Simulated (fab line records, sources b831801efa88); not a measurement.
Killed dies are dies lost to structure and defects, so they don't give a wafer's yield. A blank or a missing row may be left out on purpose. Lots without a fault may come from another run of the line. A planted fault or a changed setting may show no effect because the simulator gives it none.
fab line records | flow sky130
record lots=11 wafers=33 last_day=50
route steps=708 shown METAL2@499 VIA2@510 VIA3@575 CAP2M@603 METAL4@633
lots that met no fault: from a run of the same line without faults
start_h: hours from the record's first day to the start of the lot's first wafer shown | wait_h: hours since the lot's step before | " the same as in the row above | L1.1+2: a row that stands for several wafers | - no value, or no start given | * or withheld: withheld | < > ~ a bound
route shown NAME@n: a module of which the file shows steps, and the number in the route of the first | usual: mean/standard deviation of fault-free wafers | same: alike in all rows | chamber/n: place in a boat | sites: the reading at each site | _std_site: their standard deviation | _edge_site: outer sites' mean less inner sites' | radius_mm: how far each site lies from the wafer's centre | mask NAME#n: copy n | behind: the tool/chamber that last shaped the wafer | hold: why the lot was held/for how many hours/how that ended | device: the transistor (n, p or np) that didn't switch | end of line: the same wafers' tests at the end of the route | a step without rows: its recipe alone | killed: dies lost to structure and defects at the first sort, not the wafer's yield | map: a wafer's dies, x killed, . not, _ none there
set.NAME: the setting as run; set.NAME@STEP: as run at that earlier step | model.NAME: the simulator's own value behind a step, which no gauge read
steps of the route over a sample of lots; a table a step, a row a wafer
services: from which hour (start_h, from the record's first day; less than 0 if before it) a tool's chamber was out of use, for how many hours, and why
## steps
# step SKY_METAL2_OVL_MEAS_16
# usual METAL2_OVL=1/5.4
# columns lot.wafer tool chamber start_h wait_h METAL2_OVL[nm]
L920.4 overlay-01 - 846.46 0.1 2
L920.5 " - " " -2
L920.6 " - " " -4
L921.1 overlay-01 - 851.74 0.1 2
L921.4 " - " " -1
L921.5 " - " " 8
L923.1 overlay-01 - 859.77 0.1 -5
L923.5 " - " " -6
L923.6 " - " " 1
L927.2 overlay-01 - 889.29 0.1 1
L927.4 " - " " 6
L927.6 " - " " 3
L928.2 overlay-02 - 909.60 0.1 9
L928.3 " - " " -3
L928.4 " - " " 1
L929.3 overlay-01 - 910.43 0.1 10
L929.4 " - " " 5
L929.5 " - " " 6
L933.3 overlay-01 - 939.28 0.1 1
L933.4 " - " " 6
L933.5 " - " " 7
L936.2 overlay-02 - 969.77 0.1 -8
L936.3 " - " " 8
L936.5 " - " " 9
L939.2 overlay-02 - 978.99 0.1 8
L939.3 " - " " 2
L939.5 " - " " 7
L940.2 overlay-01 - 981.19 0.1 7
L940.3 " - " " -2
L940.5 " - " " 5
L941.2 overlay-01 - 991.31 1.9 5
L941.3 " - " " -2
L941.4 " - " " -5
# step SKY_VIA2_BOW_MEAS_03
# recipe mode=bow
# usual VIA2_BOW=85/7.9
# columns lot.wafer tool chamber start_h wait_h VIA2_BOW[um]
L920.4 film_metro-03 - 847.80 0.3 78
L920.5 " - " " 94
L920.6 " - " " 75
L921.1 film_metro-01 - 853.04 0.2 82
L921.4 " - " " 71
L921.5 " - " " 94
L923.1 film_metro-01 - 861.47 0.1 85
L923.5 " - " " 77
L923.6 " - " " 78
L927.2 film_metro-03 - 890.60 0.2 88
L927.4 " - " " 81
L927.6 " - " " 92
L928.2 film_metro-03 - 910.98 0.2 99
L928.3 " - " " 82
L928.4 " - " " 82
L929.3 film_metro-01 - 911.80 0.3 87
L929.4 " - " " 88
L929.5 " - " " 76
L933.3 film_metro-04 - 940.78 0.1 90
L933.4 " - " " 91
L933.5 " - " " 87
L936.2 film_metro-01 - 971.09 0.2 68
L936.3 " - " " 77
L936.5 " - " " 65
L939.2 film_metro-04 - 980.31 0.1 88
L939.3 " - " " 83
L939.5 " - " " 87
L940.2 film_metro-04 - 982.51 0.2 97
L940.3 " - " " 82
L940.5 " - " " 72
L941.2 film_metro-03 - 992.96 0.2 80
L941.3 " - " " 89
L941.4 " - " " 94
# step SKY_VIA3_CMP_02
# recipe material=SiO2 down_force_psi=4 platen_rpm=60 pad_velocity_m_s=0.94248
# usual motor_current_A=12.1/1.1
# columns lot.wafer tool chamber start_h wait_h motor_current_A
L920.4 cmp-01 3 928.29 0.2 10.3
L920.6 " 0 " " 10.9
L920.5 " 1 " " 12.3
L921.1 cmp-01 1 932.21 0.1 12.3
L921.4 " 3 " " 10.9
L921.5 " 2 " " 12.8
L923.1 cmp-02 2 941.01 0.1 11.2
L923.5 " 0 " " 13.9
L923.6 " 1 " " 12.8
L927.2 cmp-01 1 968.51 0.1 12.2
L927.4 " 2 " " 13.1
L927.6 " 0 " " 11.8
L928.4 cmp-01 1 986.79 0.0 11.8
L928.3 " 2 " " 13.0
L928.2 " 3 " " 10.9
L929.3 cmp-02 3 992.34 0.0 11.7
L929.4 " 2 " " 11.0
L929.5 " 0 " " 13.4
L933.4 cmp-01 1 1016.14 0.1 12.6
L933.3 " 2 " " 13.7
L933.5 " 0 " " 11.9
L936.2 cmp-02 0 1043.51 0.1 13.0
L936.3 " 2 " " 10.9
L936.5 " 3 " " 11.0
L939.3 cmp-01 2 1050.92 0.2 13.4
L939.2 " 0 " " 11.7
L939.5 " 2 " " 12.6
L940.3 cmp-02 3 1053.95 0.0 10.3
L940.2 " 2 " " 10.6
L940.5 " 3 " " 10.8
L941.2 cmp-02 2 1065.55 0.0 10.8
L941.4 " 0 " " 13.7
L941.3 " 1 " " 13.0
# step SKY_CAP2M_CVD_00
# recipe material=SiO2 target_thk_nm=15.5 temp_c=400 time_s=withheld rf_w=450
# usual heater_power_w=737/92
# columns lot.wafer tool chamber start_h wait_h heater_power_w
L920.4 pecvd-02 1 953.82 0.0 816
L920.5 " 0 " " 664
L920.6 " 2 " " 755
L921.1 pecvd-02 0 958.27 0.0 584
L921.4 " 1 " " 826
L921.5 " 0 " " 609
L923.1 pecvd-02 1 967.04 0.0 921
L923.5 " 1 " " 910
L923.6 " 2 " " 740
L927.2 pecvd-02 0 994.10 0.0 618
L927.4 " 0 " " 593
L927.6 " 1 " " 825
L928.2 pecvd-04 0 1012.17 0.0 853
L928.3 " 0 " " 796
L928.4 " 2 " " 877
L929.3 pecvd-02 1 1016.79 0.0 953
L929.4 " 1 " " 942
L929.5 " 2 " " 834
L933.3 pecvd-02 1 1039.37 0.0 819
L933.4 " 0 " " 583
L933.5 " 1 " " 798
L936.2 pecvd-02 0 1067.52 0.0 656
L936.3 " 1 " " 836
L936.5 " 1 " " 823
L939.2 pecvd-01 1 1074.88 0.0 625
L939.3 " 2 " " 669
L939.5 " 2 " " 674
L940.2 pecvd-01 0 1076.94 0.0 735
L940.3 " 2 " " 696
L940.5 " 1 " " 758
L941.2 pecvd-01 1 1088.26 0.0 742
L941.3 " 0 " " 741
L941.4 " 2 " " 682
# step SKY_CAP2M_THK_MEAS_01
# recipe reads=SiO2_of_CAP2M_CVD_00
# usual CAP2M_CVD_00_THK=15.56/0.22
# columns lot.wafer tool chamber start_h wait_h CAP2M_CVD_00_THK[nm]
L920.4 film_metro-03 - 953.86 - 15.70
L920.5 " - " " 15.65
L920.6 " - " " 15.85
L921.1 film_metro-01 - 958.29 - 15.36
L921.4 " - " " 15.59
L921.5 " - " " 15.55
L923.1 film_metro-01 - 967.06 - 15.44
L923.5 " - " " 15.50
L923.6 " - " " 15.35
L927.2 film_metro-01 - 994.13 - 15.21
L927.4 " - " " 15.67
L927.6 " - " " 15.62
L928.2 film_metro-02 - 1012.21 - 15.19
L928.3 " - " " 15.59
L928.4 " - " " 15.49
L929.3 film_metro-02 - 1016.83 - 15.53
L929.4 " - " " 15.69
L929.5 " - " " 15.57
L933.3 film_metro-01 - 1039.41 - 15.33
L933.4 " - " " 13.48
L933.5 " - " " 15.77
L936.2 film_metro-03 - 1067.56 - 13.55
L936.3 " - " " 15.79
L936.5 " - " " 15.99
L939.2 film_metro-02 - 1074.91 - 15.44
L939.3 " - " " 15.25
L939.5 " - " " 15.63
L940.2 film_metro-02 - 1076.97 - 15.41
L940.3 " - " " 15.69
L940.5 " - " " 15.84
L941.2 film_metro-03 - 1088.29 - 15.45
L941.3 " - " " 15.49
L941.4 " - " " 15.95
# step SKY_METAL4_ETCH_17
# recipe target=SiO2 stop_on=TiN chemistry=C4F8/O2/Ar source_w=1500 bias_w=1200 pressure_mtorr=40 c4f8_flow_sccm=withheld O2_flow_sccm=6 Ar_flow_sccm=300 time_s=3.9 target_depth_a=150
# usual chamber_pressure_mTorr=40.00/0.034 oes_product_au=0.756/0.0071
# columns lot.wafer tool chamber start_h wait_h chamber_pressure_mTorr oes_product_au rf_hours_counter_h
L920.4 rie_diel-01 1 1000.91 0.0 39.96 0.759 8
L920.5 " 0 " " 39.96 0.753 -
L920.6 " 1 " " 40.01 0.767 -
L921.1 rie_diel-01 0 1005.99 0.2 40.00 0.752 2
L921.4 " 1 " " 40.01 0.751 8
L921.5 " 2 " " 40.00 0.758 -
L923.1 rie_diel-02 0 1014.76 0.1 39.99 0.756 12
L923.5 " 0 " " 39.99 0.756 -
L923.6 " 3 " " 40.03 0.754 -
L927.2 rie_diel-01 2 1040.57 0.1 40.06 0.740 10
L927.4 " 1 " " 39.97 0.760 9
L927.6 " 0 " " 40.02 0.756 -
L928.2 rie_diel-03 1 1057.62 0.1 39.97 0.749 12
L928.3 " 3 " " 40.07 0.759 16
L928.4 " 2 " " 40.06 0.754 23
L929.3 rie_diel-03 0 1061.35 0.0 40.02 0.753 18
L929.4 " 2 " " 39.97 0.757 23
L929.5 " 2 " " 40.03 0.759 -
L933.3 rie_diel-03 2 1083.12 0.0 40.03 0.755 23
L933.4 " 1 " " 40.07 0.709 13
L933.5 " 2 " " 39.99 0.761 -
L936.2 rie_diel-02 3 1110.45 0.1 39.98 0.701 22
L936.3 " 0 " " 39.95 0.765 16
L936.5 " 0 " " 39.98 0.769 -
L939.2 rie_diel-02 1 1116.96 0.1 40.00 0.755 12
L939.3 " 0 " " 40.05 0.747 16
L939.5 " 3 " " 40.01 0.762 -
L940.2 rie_diel-03 1 1118.80 0.1 39.95 0.753 14
L940.3 " 2 " " 39.97 0.768 24
L940.5 " 0 " " 40.01 0.761 -
L941.2 rie_diel-01 2 1128.82 0.1 40.03 0.749 13
L941.3 " 0 " " 40.00 0.754 6
L941.4 " 0 " " 40.03 0.768 -
## services
# columns tool chamber start_h hours kind
cmp-02 - 912.06 4.0 pm
cmp-02 - 914.04 1.4 repair
cmp-02 - 937.76 2.3 repair
rie_diel-03 - 938.95 2.8 pm
cmp-01 - 941.52 5.0 repair
rie_diel-01 3 944.06 4.6 repair
rie_diel-02 0 950.75 7.5 repair
rie_diel-02 3 959.75 7.5 repair
rie_diel-02 0 961.73 7.6 repair
rie_diel-03 1 965.04 5.9 repair
rie_diel-01 3 969.95 8.9 repair
rie_diel-02 - 970.00 2.8 pm
rie_diel-01 1 974.40 8.9 repair
cmp-01 - 974.68 2.7 repair
rie_diel-01 - 984.11 14.6 pm
rie_diel-03 3 1009.27 4.5 repair
rie_diel-01 1 1023.51 2.0 repair
rie_diel-03 - 1031.84 0.9 repair
rie_diel-01 3 1055.79 7.7 repair
rie_diel-01 1 1060.84 11.3 repair
cmp-01 - 1061.40 1.2 repair
cmp-01 - 1084.13 4.0 pm
cmp-02 - 1096.82 6.7 pm
rie_diel-01 3 1123.56 9.6 repair
## key
first_sign step=SKY_CAP2M_THK_MEAS_01 reading=CAP2M_CVD_00_THK direction=down sigmas=9.2 usual=15.56 struck=13.52
effect step=SKY_METAL4_ETCH_17 reading=oes_product_au direction=down sigmas=7.2 usual=0.756 struck=0.705
met_at SKY_CAP2M_CVD_00
struck_lots L933,L936
struck_wafers L933.4,L936.2
not_acting_at SKY_METAL2_OVL_MEAS_16,SKY_VIA2_BOW_MEAS_03,SKY_VIA3_CMP_02
onset_between 994.10 1039.37
fault kind=process_parameter_drift tool=pecvd-02 chamber=0 onset_h=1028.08 steps=SKY_CAP2M_CVD_00 channel=target_thk_nm offset=-2.0399 shape=step end_h=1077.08 acts_in=these_recipes_only stated=15.5
